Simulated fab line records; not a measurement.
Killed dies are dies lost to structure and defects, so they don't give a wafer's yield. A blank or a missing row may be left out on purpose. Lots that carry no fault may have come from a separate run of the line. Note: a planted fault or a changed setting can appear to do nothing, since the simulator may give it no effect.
Which tool was responsible? / flow gf180mcu / 12 lots, 36 wafers sampled, at 5 steps of a route of 602

WHAT THE GAUGES SHOWED, per wafer
GF_V4_THK_MEAS_03. Usual: V4_CVD_02_THK 848 nm, standard deviation 11.
lot=L156; measured=day 24 08:43; on=filmMetro-03; V4_CVD_02_THK (nm)=868 867 875; flag=
lot=L157; measured=day 24 14:58; on=filmMetro-01; V4_CVD_02_THK (nm)=852 840 870; flag=
lot=L158; measured=day 24 21:25; on=filmMetro-03; V4_CVD_02_THK (nm)=840 856 869; flag=
lot=L159; measured=day 25 14:46; on=filmMetro-04; V4_CVD_02_THK (nm)=824 834 842; flag=
lot=L160; measured=day 26 05:03; on=filmMetro-03; V4_CVD_02_THK (nm)=843 859 847; flag=
lot=L161; measured=day 26 08:59; on=filmMetro-04; V4_CVD_02_THK (nm)=845 849 849; flag=
lot=L163; measured=day 27 15:20; on=filmMetro-01; V4_CVD_02_THK (nm)=832 844 846; flag=
lot=L165; measured=day 27 20:10; on=filmMetro-04; V4_CVD_02_THK (nm)=834 846 855; flag=
lot=L167; measured=day 28 01:22; on=filmMetro-04; V4_CVD_02_THK (nm)=825 838 853; flag=
lot=L166; measured=day 28 03:22; on=filmMetro-03; V4_CVD_02_THK (nm)=853 844 866; flag=
lot=L170; measured=day 29 04:38; on=filmMetro-01; V4_CVD_02_THK (nm)=844 835 852; flag=
lot=L176; measured=day 30 13:03; on=filmMetro-04; V4_CVD_02_THK (nm)=854 876 860; flag=

GF_M5_CD_MEAS_07: the cd target is 280 nm. Usual: cdNm 279.7 nm, standard deviation 1.4.
lot=L156; measured=day 27 02:41; on=cdSem-01; cdNm (nm)=279.3 280.2 280.5; flag=
lot=L157; measured=day 27 07:26; on=cdSem-01; cdNm (nm)=279.4 279.7 278.6; flag=
lot=L158; measured=day 27 14:58; on=cdSem-01; cdNm (nm)=281.2 281.3 281.5; flag=
lot=L159; measured=day 28 05:04; on=cdSem-01; cdNm (nm)=280.7 282.3 280.9; flag=
lot=L160; measured=day 28 19:59; on=cdSem-01; cdNm (nm)=277.4 277.7 278.3; flag=
lot=L161; measured=day 28 23:34; on=cdSem-02; cdNm (nm)=280.0 278.8 279.7; flag=
lot=L163; measured=day 30 03:07; on=cdSem-01; cdNm (nm)=279.4 278.3 278.9; flag=
lot=L165; measured=day 30 07:58; on=cdSem-01; cdNm (nm)=281.1 279.3 280.8; flag=
lot=L167; measured=day 30 11:17; on=cdSem-01; cdNm (nm)=281.0 279.7 279.8; flag=
lot=L166; measured=day 30 14:34; on=cdSem-01; cdNm (nm)=279.7 279.7 279.6; flag=
lot=L170; measured=day 31 14:20; on=cdSem-02; cdNm (nm)=268.8 262.8 268.4; flag=OFF
lot=L176; measured=day 32 20:26; on=cdSem-01; cdNm (nm)=280.4 280.6 278.6; flag=

WHICH TOOL RAN EACH LOT (tool, then ch and the chambers of the sampled wafers, then the start)
lot=L156; GF_MIM_CVD_05=pecvd-03 ch 0,1,2, day 25 08:42; GF_MIM_SPUTTER_07=pvdSputter-01, day 25 08:48; GF_M5_EXPOSE_04=krfScanner-02 ch 0, day 26 16:26
lot=L157; GF_MIM_CVD_05=pecvd-04 ch 0,1,2, day 25 14:57; GF_MIM_SPUTTER_07=pvdSputter-03, day 25 15:03; GF_M5_EXPOSE_04=krfScanner-01 ch 0, day 26 22:05
lot=L158; GF_MIM_CVD_05=pecvd-01 ch 0,2, day 25 22:39; GF_MIM_SPUTTER_07=pvdSputter-04, day 25 22:44; GF_M5_EXPOSE_04=krfScanner-02 ch 0, day 27 05:08
lot=L159; GF_MIM_CVD_05=pecvd-01 ch 0,1,2, day 26 13:13; GF_MIM_SPUTTER_07=pvdSputter-03, day 26 13:19; GF_M5_EXPOSE_04=krfScanner-02 ch 0, day 27 19:49
lot=L160; GF_MIM_CVD_05=pecvd-04 ch 1,2, day 27 04:03; GF_MIM_SPUTTER_07=pvdSputter-04, day 27 04:09; GF_M5_EXPOSE_04=krfScanner-01 ch 0, day 28 11:04
lot=L161; GF_MIM_CVD_05=pecvd-01 ch 1,2, day 27 08:03; GF_MIM_SPUTTER_07=pvdSputter-03, day 27 08:09; GF_M5_EXPOSE_04=krfScanner-01 ch 0, day 28 14:19
lot=L163; GF_MIM_CVD_05=pecvd-03 ch 1,2, day 28 13:19; GF_MIM_SPUTTER_07=pvdSputter-03, day 28 13:24; GF_M5_EXPOSE_04=krfScanner-02 ch 0, day 29 18:22
lot=L165; GF_MIM_CVD_05=pecvd-03 ch 0,1,2, day 28 18:29; GF_MIM_SPUTTER_07=pvdSputter-03, day 28 18:35; GF_M5_EXPOSE_04=krfScanner-02 ch 0, day 29 22:40
lot=L167; GF_MIM_CVD_05=pecvd-01 ch 1,2, day 28 22:02; GF_MIM_SPUTTER_07=pvdSputter-04, day 28 22:08; GF_M5_EXPOSE_04=krfScanner-02 ch 0, day 30 02:44
lot=L166; GF_MIM_CVD_05=pecvd-03 ch 1,2, day 29 00:38; GF_MIM_SPUTTER_07=pvdSputter-03, day 29 00:44; GF_M5_EXPOSE_04=krfScanner-02 ch 0, day 30 05:32
lot=L170; GF_MIM_CVD_05=pecvd-01 ch 0,2, day 30 02:14; GF_MIM_SPUTTER_07=pvdSputter-03, day 30 02:20; GF_M5_EXPOSE_04=krfScanner-02 ch 0, day 31 05:22
lot=L176; GF_MIM_CVD_05=pecvd-01 ch 0,1,2, day 31 09:49; GF_MIM_SPUTTER_07=pvdSputter-03, day 31 09:55; GF_M5_EXPOSE_04=krfScanner-01 ch 0, day 32 12:37
- GF_MIM_CVD_05: deposits Si3N4, target thk 42 nm, time 29.086 s.
- GF_MIM_SPUTTER_07: material TiN, target thk 60 nm, time 50 s.
- GF_M5_EXPOSE_04: exposes mask Metal5, target cd 280 nm.

WHAT THE TOOLS THEMSELVES READ (means of the sampled wafers that have a number; where no wafer has one, the mark that the record gives instead)
GF_MIM_CVD_05. Usual: heaterPowerW 574 W, standard deviation 110; rfFwdPowerW 445.0 W, standard deviation 2.1.
lot=L156; tool=pecvd-03; heaterPowerW (W)=609; rfFwdPowerW (W)=442.7; flag=
lot=L157; tool=pecvd-04; heaterPowerW (W)=510; rfFwdPowerW (W)=446.4; flag=
lot=L158; tool=pecvd-01; heaterPowerW (W)=646; rfFwdPowerW (W)=443.7; flag=
lot=L159; tool=pecvd-01; heaterPowerW (W)=597; rfFwdPowerW (W)=444.9; flag=
lot=L160; tool=pecvd-04; heaterPowerW (W)=603; rfFwdPowerW (W)=446.3; flag=
lot=L161; tool=pecvd-01; heaterPowerW (W)=564; rfFwdPowerW (W)=446.0; flag=
lot=L163; tool=pecvd-03; heaterPowerW (W)=764; rfFwdPowerW (W)=442.7; flag=
lot=L165; tool=pecvd-03; heaterPowerW (W)=658; rfFwdPowerW (W)=442.5; flag=
lot=L167; tool=pecvd-01; heaterPowerW (W)=569; rfFwdPowerW (W)=444.1; flag=
lot=L166; tool=pecvd-03; heaterPowerW (W)=794; rfFwdPowerW (W)=444.0; flag=
lot=L170; tool=pecvd-01; heaterPowerW (W)=567; rfFwdPowerW (W)=444.0; flag=
lot=L176; tool=pecvd-01; heaterPowerW (W)=599; rfFwdPowerW (W)=445.1; flag=

GF_MIM_SPUTTER_07. Usual: throttleValvePct 30.3 %, standard deviation 0.83.
lot=L156; tool=pvdSputter-01; throttleValvePct (%)=30.0; flag=
lot=L157; tool=pvdSputter-03; throttleValvePct (%)=30.4; flag=
lot=L158; tool=pvdSputter-04; throttleValvePct (%)=30.2; flag=
lot=L159; tool=pvdSputter-03; throttleValvePct (%)=30.6; flag=
lot=L160; tool=pvdSputter-04; throttleValvePct (%)=30.3; flag=
lot=L161; tool=pvdSputter-03; throttleValvePct (%)=29.7; flag=
lot=L163; tool=pvdSputter-03; throttleValvePct (%)=30.2; flag=
lot=L165; tool=pvdSputter-03; throttleValvePct (%)=30.3; flag=
lot=L167; tool=pvdSputter-04; throttleValvePct (%)=30.9; flag=
lot=L166; tool=pvdSputter-03; throttleValvePct (%)=30.1; flag=
lot=L170; tool=pvdSputter-03; throttleValvePct (%)=30.0; flag=
lot=L176; tool=pvdSputter-03; throttleValvePct (%)=30.0; flag=

GF_M5_EXPOSE_04. Usual: exposureDoseMJCm2 28.00, standard deviation 0.07.
lot=L156 tool=krfScanner-02 exposureDoseMJCm2=27.99 flag=
lot=L157 tool=krfScanner-01 exposureDoseMJCm2=27.99 flag=
lot=L158 tool=krfScanner-02 exposureDoseMJCm2=28.02 flag=
lot=L159 tool=krfScanner-02 exposureDoseMJCm2=27.99 flag=
lot=L160 tool=krfScanner-01 exposureDoseMJCm2=27.96 flag=
lot=L161 tool=krfScanner-01 exposureDoseMJCm2=27.95 flag=
lot=L163 tool=krfScanner-02 exposureDoseMJCm2=28.00 flag=
lot=L165 tool=krfScanner-02 exposureDoseMJCm2=28.01 flag=
lot=L167 tool=krfScanner-02 exposureDoseMJCm2=27.99 flag=
lot=L166 tool=krfScanner-02 exposureDoseMJCm2=28.00 flag=
lot=L170 tool=krfScanner-02 exposureDoseMJCm2=27.58 flag=OFF
lot=L176 tool=krfScanner-01 exposureDoseMJCm2=28.21 flag=OFF

THE ANSWER, worked out from the rows above alone
Rule: a lot is off if the mean of its wafers that have a number lies more than 3 standard deviations from the usual mean. Also off: a lot with no number at a reading for which 4 or more lots have one. Any other lot the step has rows for is counted as sound. First the gauges in route order, then the tools' own readings, where a lot's mean is used as printed above. The first step at which some lot is off is used, and at that step the reading that is off furthest; a lot without a number counts as furthest.
Off, at GF_M5_CD_MEAS_07 on cdNm: L170.
If a tool, at a process step before that reading, ran all the lots that are off and no sound lot after the first of them, it fits. Not tried: the gauges at GF_M5_CD_MEAS_07; whatever is off there is also off at GF_M5_EXPOSE_04, on other tools, and gauge error can't account for it. One fits: GF_M5_EXPOSE_04 on krfScanner-02. A fault onset in the window from L166 (day 30 05:32, its last sound lot) to L170 (day 31 05:22, its first lot off) fits.
On the lots that are off, the tool's own readings at GF_M5_EXPOSE_04 differ by more than 5 times the standard deviation of the sound lots' means, which bears it out; exposureDoseMJCm2 reads 27.58 there versus 28.01 on the sound lots.

WHAT THE SIMULATOR HAD INSERTED
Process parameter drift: krfScanner-02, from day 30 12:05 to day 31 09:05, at GF_M5_EXPOSE_04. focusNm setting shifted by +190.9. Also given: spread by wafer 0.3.
Struck lots among those shown: L170. The rule above found the same.
